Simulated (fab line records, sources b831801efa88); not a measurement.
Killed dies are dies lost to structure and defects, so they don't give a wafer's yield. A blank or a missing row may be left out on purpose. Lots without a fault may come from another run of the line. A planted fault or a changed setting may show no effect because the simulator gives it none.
fab line records | flow sky130
record lots=10 wafers=30 last_day=52
route steps=708 shown METAL4@634 VIA4@642 PAD_OPEN@708
lots that met no fault: from a run of the same line without faults
start_h: hours from the record's first day to the start of the lot's first wafer shown | wait_h: hours since the lot's step before | " the same as in the row above | L1.1+2: a row that stands for several wafers | - no value, or no start given | * or withheld: withheld | < > ~ a bound
route shown NAME@n: a module of which the file shows steps, and the number in the route of the first | usual: mean/standard deviation of fault-free wafers | same: alike in all rows | chamber/n: place in a boat | sites: the reading at each site | _std_site: their standard deviation | _edge_site: outer sites' mean less inner sites' | radius_mm: how far each site lies from the wafer's centre | mask NAME#n: copy n | behind: the tool/chamber that last shaped the wafer | hold: why the lot was held/for how many hours/how that ended | device: the transistor (n, p or np) that didn't switch | end of line: the same wafers' tests at the end of the route | a step without rows: its recipe alone | killed: dies lost to structure and defects at the first sort, not the wafer's yield | map: a wafer's dies, x killed, . not, _ none there
set.NAME: the setting as run; set.NAME@STEP: as run at that earlier step | model.NAME: the simulator's own value behind a step, which no gauge read
steps of the route over a sample of lots; a table a step, a row a wafer
services: from which hour (start_h, from the record's first day; less than 0 if before it) a tool's chamber was out of use, for how many hours, and why
## steps
# step SKY_METAL4_METAL_ETCH_18
# recipe target_depth_a=8450 stop_on=SiO2 over_etch_frac=0.3 time_s=183.1 chemistry=Cl2/BCl3 resist_sidewall_deg=88 pressure_mtorr=10 icp_w=900 bias_w=48.5 Cl2_flow_sccm=60 bcl3_flow_sccm=30
# usual drypump_motor_current_A=6.0/0.41 oes_product_au=0.865/0.0056 throttle_valve_pct=22.263/0.0094
# columns lot.wafer tool chamber start_h wait_h drypump_motor_current_A oes_product_au rf_hours_counter_h throttle_valve_pct
L986.2 rie_metal-03 0 1021.81 0.0 5.9 0.862 0 22.264
L986.3 " 0 " " 5.9 0.872 - 22.271
L986.4 " 1 " " 6.6 0.867 - 22.278
L987.4 rie_metal-04 1 1040.37 0.1 5.7 0.873 - 22.251
L987.5 " 0 " " 6.2 0.870 - 22.245
L987.6 " 1 " " 5.7 0.872 - 22.254
L988.3 rie_metal-03 0 1051.36 0.1 5.9 0.870 - 22.259
L988.4 " 1 " " 6.6 0.865 - 22.262
L988.6 " 0 " " 5.9 0.870 - 22.250
L989.4 rie_metal-01 0 1057.42 0.1 5.2 0.857 - 22.262
L989.5 " 1 " " 6.1 0.863 - 22.265
L989.6 " 0 " " 5.2 0.858 - 22.257
L990.1 rie_metal-03 0 1061.90 0.0 5.9 0.871 3 22.261
L990.3 " 1 " " 6.6 0.865 - 22.250
L990.4 " 0 " " 5.9 0.864 - 22.266
L991.1 rie_metal-03 1 1065.11 0.0 6.6 0.857 19 22.269
L991.2 " 0 " " 5.9 0.865 3 22.261
L991.5 " 1 " " 6.6 0.858 - 22.241
L996.1 rie_metal-01 0 1102.94 0.0 5.2 0.863 19 22.271
L996.3 " 1 " " 6.1 0.862 - 22.285
L996.4 " 0 " " 5.2 0.859 - 22.262
L101.1 rie_metal-01 1 1130.15 0.0 6.1 0.873 24 22.268
L101.2 " 0 " " 5.2 0.866 20 22.265
L101.6 " 1 " " 6.1 0.865 - 22.267
L102.1 rie_metal-01 0 1139.40 0.0 5.2 0.865 21 22.243
L102.2 " 1 " " 6.1 0.861 25 22.270
L102.5 " 0 " " 5.2 0.866 - 22.237
L108.1 rie_metal-03 1 1165.36 0.0 6.6 0.864 26 22.278
L108.3 " 0 " " 5.9 0.852 - 22.264
L108.6 " 0 " " 5.9 0.861 - 22.242
# step SKY_VIA4_BOW_MEAS_03
# recipe mode=bow
# usual VIA4_BOW=79/8.7
# columns lot.wafer tool chamber start_h wait_h VIA4_BOW[um]
L986.2 film_metro-01 - 1023.27 0.3 74
L986.3 " - " " 91
L986.4 " - " " 82
L987.4 film_metro-03 - 1041.69 0.2 64
L987.5 " - " " 76
L987.6 " - " " 86
L988.3 film_metro-01 - 1052.74 0.1 79
L988.4 " - " " 87
L988.6 " - " " 91
L989.4 film_metro-03 - 1058.73 0.3 84
L989.5 " - " " 71
L989.6 " - " " 80
L990.1 film_metro-01 - 1063.30 0.1 82
L990.3 " - " " 93
L990.4 " - " " 82
L991.1 film_metro-02 - 1066.47 0.1 92
L991.2 " - " " 83
L991.5 " - " " 76
L996.1 film_metro-02 - 1104.28 0.2 78
L996.3 " - " " 80
L996.4 " - " " 71
L101.1 film_metro-03 - 1131.46 0.2 79
L101.2 " - " " 77
L101.6 " - " " 76
L102.1 film_metro-02 - 1140.77 0.1 77
L102.2 " - " " 81
L102.5 " - " " 76
L108.1 film_metro-03 - 1166.80 0.1 79
L108.3 " - " " 92
L108.6 " - " " 88
# step SKY_VIA4_OVL_MEAS_11
# usual VIA4_OVL=-0.2/1.2
# columns lot.wafer tool chamber start_h wait_h VIA4_OVL[nm]
L986.2 overlay-02 - 1046.80 0.1 0.4
L986.3 " - " " 0.3
L986.4 " - " " 1.3
L987.4 overlay-02 - 1064.46 0.1 1.7
L987.5 " - " " -0.2
L987.6 " - " " 0.8
L988.3 overlay-01 - 1075.36 0.1 0.7
L988.4 " - " " -1.1
L988.6 " - " " -0.5
L989.4 overlay-02 - 1081.51 0.1 0.8
L989.5 " - " " -0.4
L989.6 " - " " 1.1
L990.1 overlay-01 - 1085.89 0.1 0.9
L990.3 " - " " 1.5
L990.4 " - " " 1.1
L991.1 overlay-02 - 1088.65 0.1 -0.1
L991.2 " - " " -2.7
L991.5 " - " " 0.2
L996.1 overlay-02 - 1125.10 0.1 -1.0
L996.3 " - " " 1.0
L996.4 " - " " 1.2
L101.1 overlay-02 - 1152.09 0.1 0.5
L101.2 " - " " -0.5
L101.6 " - " " 0.6
L102.1 overlay-02 - 1161.25 0.1 1.0
L102.2 " - " " 1.1
L102.5 " - " " 0.3
L108.1 overlay-01 - 1185.40 0.1 -0.1
L108.3 " - " " -0.5
L108.6 " - " " -0.7
# step SKY_VIA4_CVD_18
# recipe material=W target_thk_nm=505 time_s=152.14 temp_c=400 pressure_torr=40
# usual heater_power_w=811/81 susceptor_temp_C=400.01/0.24
# columns lot.wafer tool chamber start_h wait_h heater_power_w susceptor_temp_C
L986.2 cvd_w-02 0 1047.55 0.0 914 399.99
L986.3 " 0 " " 915 399.93
L986.4 " 1 " " 830 399.77
L987.4 cvd_w-01 1 1065.26 0.1 810 400.11
L987.5 " 1 " " 797 400.12
L987.6 " 0 " " 699 399.93
L988.3 cvd_w-02 0 1076.21 0.1 907 399.94
L988.4 " 1 " " 805 400.30
L988.6 " 1 " " 810 400.55
L989.4 cvd_w-01 0 1082.35 0.1 705 399.72
L989.5 " 1 " " 819 400.28
L989.6 " 0 " " 693 400.21
L990.1 cvd_w-02 1 1086.66 0.0 813 400.30
L990.3 " 0 " " 891 399.90
L990.4 " 1 " " 820 400.05
L991.1 cvd_w-01 1 1089.43 0.0 824 400.02
L991.2 " 0 " " 679 399.75
L991.5 " 1 " " 811 399.91
L996.1 cvd_w-02 1 1125.90 0.0 798 399.92
L996.3 " 1 " " 805 399.91
L996.4 " 0 " " 994 414.44
L101.1 cvd_w-02 0 1152.86 0.0 991 414.73
L101.2 " 1 " " 821 400.17
L101.6 " 1 " " 819 399.84
L102.1 cvd_w-01 0 1162.02 0.0 693 399.83
L102.2 " 1 " " 793 400.10
L102.5 " 1 " " 823 400.07
L108.1 cvd_w-01 0 1186.19 0.0 694 400.57
L108.3 " 0 " " 688 400.55
L108.6 " 0 " " 686 400.52
# step SKY_VIA4_RS_MEAS_19
# recipe thk_meas_gauge=four-point-probe reads=W_of_VIA4_CVD_18+TiN_of_VIA4_SPUTTER_17
# usual VIA4_W_RS=0.2256/0.0029
# columns lot.wafer tool chamber start_h wait_h VIA4_W_RS[ohm/sq]
L986.2 film_metro-03 - 1047.73 0.1 0.2274
L986.3 " - " " 0.2231
L986.4 " - " " 0.2270
L987.4 film_metro-01 - 1065.42 0.1 0.2258
L987.5 " - " " 0.2260
L987.6 " - " " 0.2209
L988.3 film_metro-03 - 1076.35 0.1 0.2253
L988.4 " - " " 0.2251
L988.6 " - " " 0.2280
L989.4 film_metro-01 - 1082.51 0.1 0.2259
L989.5 " - " " 0.2294
L989.6 " - " " 0.2242
L990.1 film_metro-03 - 1086.82 0.1 0.2296
L990.3 " - " " 0.2250
L990.4 " - " " 0.2242
L991.1 film_metro-01 - 1089.58 0.1 0.2257
L991.2 " - " " 0.2207
L991.5 " - " " 0.2219
L996.1 film_metro-03 - 1126.05 0.1 0.2289
L996.3 " - " " 0.2283
L996.4 " - " " 0.1751
L101.1 film_metro-03 - 1153.01 0.1 0.1746
L101.2 " - " " 0.2247
L101.6 " - " " 0.2241
L102.1 film_metro-01 - 1162.18 0.1 0.2204
L102.2 " - " " 0.2242
L102.5 " - " " 0.2241
L108.1 film_metro-03 - 1186.35 0.1 0.2228
L108.3 " - " " 0.2259
L108.6 " - " " 0.2218
# step SKY_VIA4_THK_MEAS_20
# recipe thk_meas_gauge=xrf reads=W_of_VIA4_CVD_18
# usual VIA4_W_THK=508/6.4
# columns lot.wafer tool chamber start_h wait_h VIA4_W_THK[nm]
L986.2 film_metro-03 - 1047.84 0.1 506
L986.3 " - " " 511
L986.4 " - " " 504
L987.4 film_metro-01 - 1065.51 0.1 503
L987.5 " - " " 504
L987.6 " - " " 516
L988.3 film_metro-03 - 1076.45 0.1 511
L988.4 " - " " 509
L988.6 " - " " 501
L989.4 film_metro-01 - 1082.60 0.1 509
L989.5 " - " " 503
L989.6 " - " " 513
L990.1 film_metro-03 - 1086.94 0.1 498
L990.3 " - " " 510
L990.4 " - " " 510
L991.1 film_metro-01 - 1089.70 0.1 509
L991.2 " - " " 521
L991.5 " - " " 516
L996.1 film_metro-03 - 1126.17 0.1 502
L996.3 " - " " 502
L996.4 " - " " 657
L101.1 film_metro-03 - 1153.13 0.1 662
L101.2 " - " " 510
L101.6 " - " " 512
L102.1 film_metro-01 - 1162.30 0.1 519
L102.2 " - " " 513
L102.5 " - " " 508
L108.1 film_metro-03 - 1186.47 0.1 516
L108.3 " - " " 504
L108.6 " - " " 518
# step SKY_VIA4_CMP_21
# recipe stop_on=SiO2 t_overpolish_s=25 down_force_psi=3.5 platen_rpm=60 target_thk_nm=0 pad_velocity_m_s=0.94248
# usual motor_current_A=10.6/1.1 time_to_endpoint_s=124/4.3
# columns lot.wafer tool chamber start_h wait_h motor_current_A time_to_endpoint_s
L986.2 cmp-01 3 1047.89 0.0 12.1 125
L986.4 " 1 " " 10.9 128
L986.3 " 2 " " 9.6 126
L987.4 cmp-01 1 1065.54 0.0 11.7 128
L987.6 " 1 " " 11.5 126
L987.5 " 2 " " 9.7 125
L988.4 cmp-02 3 1076.49 0.0 9.9 119
L988.3 " 1 " " 10.3 125
L988.6 " 0 " " 10.1 121
L989.4 cmp-01 2 1082.78 0.2 9.5 129
L989.5 " 3 " " 12.4 121
L989.6 " 0 " " 9.8 131
L990.4 cmp-02 0 1087.20 0.2 9.2 122
L990.3 " 1 " " 11.2 118
L990.1 " 3 " " 10.0 114
L991.1 cmp-01 1 1089.81 0.1 11.0 126
L991.2 " 3 " " 11.6 124
L991.5 " 1 " " 11.9 126
L996.4 cmp-01 0 1126.23 0.0 10.1 162
L996.3 " 1 " " 11.9 122
L996.1 " 2 " " 9.5 123
L101.2 cmp-02 1 1153.24 0.1 10.7 129
L101.1 " 2 " " 9.9 161
L101.6 " 1 " " 10.4 127
L102.2 cmp-02 1 1162.46 0.1 11.1 124
L102.1 " 2 " " 9.7 128
L102.5 " 0 " " 10.0 129
L108.1 cmp-01 2 1186.58 0.1 9.6 123
L108.3 " 3 " " 13.4 118
L108.6 " 1 " " 11.4 128
# step SKY_PAD_OPEN_PROBE_99
# usual defect_limited_yield=82.5/1.9 killed_at_M0_to_M3=44/7.1 killed_at_M4_up=3.3/1.9 killed_at_contacts=24/5.3 killed_at_front_end=15/4.5 killed_at_other=0.3/0.55 killed_dies=86/9.5 killed_open=46/7.3 killed_short=39/6.4 sort_bin_3_pad_short=0.9/0.43 sort_bin_5_function=10.3/1.4 sort_bin_6_memory=6.3/1 sort_n_pass=406/9.5 sort_yield_pct=82.5/1.9
# same gross_dies=492 killed_at_back_side=0 sort_bin_4_leakage[%]=0 sort_bin_8_speed[%]=0
# columns lot.wafer tool chamber start_h wait_h defect_limited_yield[%] killed_at_M0_to_M3 killed_at_M4_up killed_at_contacts killed_at_front_end killed_at_other killed_dies killed_open killed_short sort_bin_3_pad_short[%] sort_bin_5_function[%] sort_bin_6_memory[%] sort_n_pass sort_yield_pct[%]
L996.1 prober-02 - 1189.30 0.1 81.9 56 1 17 15 0 89 47 41 1.0 10.4 6.7 403 81.9
L996.3 prober-02 - 1189.40 0.2 85.0 32 6 23 13 0 74 36 35 1.4 9.6 4.1 418 85.0
L996.4 prober-02 - 1189.45 0.2 80.5 51 2 28 15 0 96 56 40 1.0 10.0 8.5 396 80.5
# killed by level:class
L996.1 VIA1:geometric_particle:short=13 VIA1:geometric_particle:open=10 CONTACT:geometric_particle:open=7 VIA3:geometric_particle:open=7 METAL1:geometric_particle:short=6 POLY_GATE:geometric_particle:open=5 VIA2:geometric_particle:open=5 VIA3:geometric_particle:short=5
L996.3 VIA1:geometric_particle:open=8 LI_CONTACT:geometric_particle:open=6 VIA3:geometric_particle:open=6 CONTACT:geometric_particle:short=5 CONTACT:geometric_particle:open=5 POLY_GATE:geometric_particle:short=4 LI_CONTACT:geometric_particle:short=4 LOCAL_INTERCONNECT:geometric_particle:short=3
L996.4 VIA1:geometric_particle:open=15 CONTACT:geometric_particle:open=11 VIA2:geometric_particle:open=9 METAL2:geometric_particle:short=8 LI_CONTACT:geometric_particle:open=7 VIA1:geometric_particle:short=6 METAL1:geometric_particle:short=5 FIELD_ISO:geometric_particle:open=4
## services
# columns tool chamber start_h hours kind
rie_metal-03 0 998.14 - clean
rie_metal-03 0 998.14 15.0 scheduled_down
rie_metal-03 0 998.14 15.0 vent_cycle
cmp-01 - 1015.03 1.7 repair
cmp-02 - 1016.83 10.2 pm
cmp-02 - 1050.87 0.5 repair
rie_metal-01 1 1068.93 4.2 repair
cvd_w-02 - 1077.41 6.0 pm
rie_metal-03 - 1080.31 14.6 pm
cmp-01 - 1084.26 4.0 pm
cmp-01 - 1088.26 - consumable_replace:conditioner
cmp-01 - 1088.26 - consumable_replace:pad
rie_metal-01 - 1089.03 4.3 pm
rie_metal-03 0 1099.71 6.9 repair
rie_metal-01 - 1112.27 0.6 repair
cmp-01 - 1143.98 5.1 pm
cmp-02 - 1153.50 4.8 pm
rie_metal-01 1 1167.79 - clean
rie_metal-01 1 1167.79 - consumable_replace:focus_ring
rie_metal-01 1 1167.79 21.1 scheduled_down
rie_metal-01 1 1167.79 21.1 vent_cycle
cvd_w-02 - 1184.42 6.9 pm
## key
first_sign step=SKY_VIA4_CVD_18 reading=susceptor_temp_C direction=up sigmas=59 usual=* struck=*
effect step=SKY_VIA4_RS_MEAS_19 reading=VIA4_W_RS direction=down sigmas=18 usual=0.2256 struck=0.1749
effect step=SKY_VIA4_THK_MEAS_20 reading=VIA4_W_THK direction=up sigmas=24 usual=508 struck=659
effect step=SKY_VIA4_CMP_21 reading=time_to_endpoint_s direction=up sigmas=8.7 usual=* struck=*
met_at SKY_VIA4_CVD_18
struck_lots L996,L101
struck_wafers L996.4,L101.1
not_acting_at SKY_METAL4_METAL_ETCH_18,SKY_VIA4_BOW_MEAS_03,SKY_VIA4_OVL_MEAS_11
onset_between 1086.66 1125.90
fault kind=process_parameter_drift tool=cvd_w-02 chamber=0 onset_h=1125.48 steps=SKY_VIA4_CVD_18 channel=temp_c offset=* shape=step end_h=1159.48 acts_in=* stated=*
